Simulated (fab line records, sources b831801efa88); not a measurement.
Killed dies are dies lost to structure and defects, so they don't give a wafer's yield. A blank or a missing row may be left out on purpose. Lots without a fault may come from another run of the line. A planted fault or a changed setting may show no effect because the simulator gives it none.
Which tool did it? | flow gf180mcu | 13 lots, 39 wafers sampled, at 4 steps of a route of 602

WHAT THE GAUGES READ, wafer by wafer
GF_TOP_METAL_THK_MEAS_06: measures by xrf.
lot  | measured     | on            | TOP_METAL_ALCU_THK (nm)
L153 | day 27 03:38 | film_metro-02 | 916 914 916
L154 | day 28 05:03 | film_metro-01 | 892 888 890
L157 | day 29 08:26 | film_metro-02 | 883 892 883
L159 | day 29 16:54 | film_metro-03 | 893 880 894
L158 | day 29 23:59 | film_metro-01 | 896 898 900
L160 | day 30 03:56 | film_metro-02 | 901 899 894
L165 | day 31 08:16 | film_metro-02 | 901 896 892
L166 | day 31 21:46 | film_metro-01 | 887 889 893
L167 | day 32 01:28 | film_metro-02 | 898 895 897
L172 | day 33 05:03 | film_metro-03 | 891 885 887
L173 | day 33 13:09 | film_metro-02 | 891 892 900
L174 | day 33 19:18 | film_metro-02 | 908 891 916
L175 | day 33 19:58 | film_metro-03 | 906 899 893

WHICH TOOL RAN EACH LOT (tool, then ch and the chambers of the sampled wafers, then the start)
lot  | GF_MIM_METAL_ETCH_19              | GF_TOP_METAL_SPUTTER_03      | GF_TOP_METAL_SPUTTER_04
L153 | rie_metal-01 ch 0,1, day 25 17:23 | pvd_sputter-03, day 27 03:26 | pvd_sputter-03, day 27 03:28
L154 | rie_metal-01 ch 0,1, day 26 09:05 | pvd_sputter-02, day 28 04:52 | pvd_sputter-02, day 28 04:53
L157 | rie_metal-01 ch 0, day 27 13:05   | pvd_sputter-02, day 29 08:17 | pvd_sputter-02, day 29 08:17
L159 | rie_metal-01 ch 0,1, day 27 21:29 | pvd_sputter-02, day 29 16:44 | pvd_sputter-02, day 29 16:45
L158 | rie_metal-01 ch 0,1, day 28 06:23 | pvd_sputter-01, day 29 23:49 | pvd_sputter-01, day 29 23:50
L160 | rie_metal-01 ch 0,1, day 28 10:05 | pvd_sputter-01, day 30 03:46 | pvd_sputter-01, day 30 03:47
L165 | rie_metal-03 ch 0,1, day 29 15:19 | pvd_sputter-02, day 31 08:06 | pvd_sputter-02, day 31 08:07
L166 | rie_metal-04 ch 1, day 30 05:53   | pvd_sputter-02, day 31 21:35 | pvd_sputter-02, day 31 21:36
L167 | rie_metal-04 ch 1, day 30 09:02   | pvd_sputter-03, day 32 01:17 | pvd_sputter-03, day 32 01:18
L172 | rie_metal-03 ch 0,1, day 31 16:29 | pvd_sputter-03, day 33 04:52 | pvd_sputter-03, day 33 04:53
L173 | rie_metal-01 ch 0,1, day 31 23:35 | pvd_sputter-01, day 33 12:59 | pvd_sputter-01, day 33 13:00
L174 | rie_metal-01 ch 0,1, day 32 06:41 | pvd_sputter-03, day 33 19:07 | pvd_sputter-03, day 33 19:08
L175 | rie_metal-04 ch 0,1, day 32 07:07 | pvd_sputter-02, day 33 19:46 | pvd_sputter-02, day 33 19:47
- GF_MIM_METAL_ETCH_19: etches the open film in Cl2/BCl3, stops on Si3N4, target depth 324.5 nm, time 54.1 s.
- GF_TOP_METAL_SPUTTER_03: material Ti, target thk 5 nm, time 3.3 s.
- GF_TOP_METAL_SPUTTER_04: material TiN, target thk 25 nm, time 20.8 s.

WHAT THE TOOLS THEMSELVES READ (means of the sampled wafers that have a number; where no wafer has one, the mark that the record gives instead)
GF_MIM_METAL_ETCH_19.
lot  | tool         | drypump_motor_current_A (A) | oes_product_au (a.u.) | throttle_valve_pct (%)
L153 | rie_metal-01 | 6.2                         | 0.937                 | 28.286
L154 | rie_metal-01 | 6.2                         | 0.939                 | 28.287
L157 | rie_metal-01 | 6.6                         | 0.938                 | 28.283
L159 | rie_metal-01 | 6.2                         | 0.942                 | 28.277
L158 | rie_metal-01 | 6.2                         | 0.941                 | 28.285
L160 | rie_metal-01 | 5.8                         | 0.941                 | 28.287
L165 | rie_metal-03 | 5.9                         | 0.944                 | 28.281
L166 | rie_metal-04 | 6.7                         | 0.947                 | 28.286
L167 | rie_metal-04 | 6.7                         | 0.946                 | 28.286
L172 | rie_metal-03 | 5.9                         | 0.945                 | 28.271
L173 | rie_metal-01 | 5.8                         | 0.943                 | 28.287
L174 | rie_metal-01 | 5.8                         | 0.940                 | 28.283
L175 | rie_metal-04 | 6.0                         | 0.941                 | 28.294

GF_TOP_METAL_SPUTTER_03.
lot  | tool           | throttle_valve_pct (%)
L153 | pvd_sputter-03 | 30.2
L154 | pvd_sputter-02 | 29.7
L157 | pvd_sputter-02 | 30.6
L159 | pvd_sputter-02 | 28.7
L158 | pvd_sputter-01 | 30.7
L160 | pvd_sputter-01 | 30.7
L165 | pvd_sputter-02 | 30.3
L166 | pvd_sputter-02 | 29.8
L167 | pvd_sputter-03 | 30.3
L172 | pvd_sputter-03 | 29.7
L173 | pvd_sputter-01 | 30.5
L174 | pvd_sputter-03 | 29.7
L175 | pvd_sputter-02 | 28.8

GF_TOP_METAL_SPUTTER_04.
lot  | tool           | throttle_valve_pct (%)
L153 | pvd_sputter-03 | 30.3
L154 | pvd_sputter-02 | 29.5
L157 | pvd_sputter-02 | 30.6
L159 | pvd_sputter-02 | 28.7
L158 | pvd_sputter-01 | 30.5
L160 | pvd_sputter-01 | 30.5
L165 | pvd_sputter-02 | 30.5
L166 | pvd_sputter-02 | 29.9
L167 | pvd_sputter-03 | 30.4
L172 | pvd_sputter-03 | 29.7
L173 | pvd_sputter-01 | 30.7
L174 | pvd_sputter-03 | 29.8
L175 | pvd_sputter-02 | 28.8

THE ANSWER, worked out from the rows above alone
Rule: what is usual is taken from the lots themselves. Put in order of their means at a reading, lots are off if they are a third of the lots or fewer, leave a main group of 4 or more, and stand apart from it by a gap of 3 or more times the standard deviation of the main group's means; of several such gaps the widest counts. A main group whose means are all the same, to the digits that the tables above print for the reading, isn't used. A lot without any number at a reading at which 4 lots or more have one is off too. The other lots that the step has rows for count as sound. The gauges are gone through in route order, then the tools' own readings, and for those a lot's mean is taken as printed above. The first step at which some lot is off is used, and at that step the reading that is off furthest; a lot without a number counts as furthest.
No lot is off at any reading shown: from this, nothing can be told.

WHAT THE SIMULATOR HAD PUT IN
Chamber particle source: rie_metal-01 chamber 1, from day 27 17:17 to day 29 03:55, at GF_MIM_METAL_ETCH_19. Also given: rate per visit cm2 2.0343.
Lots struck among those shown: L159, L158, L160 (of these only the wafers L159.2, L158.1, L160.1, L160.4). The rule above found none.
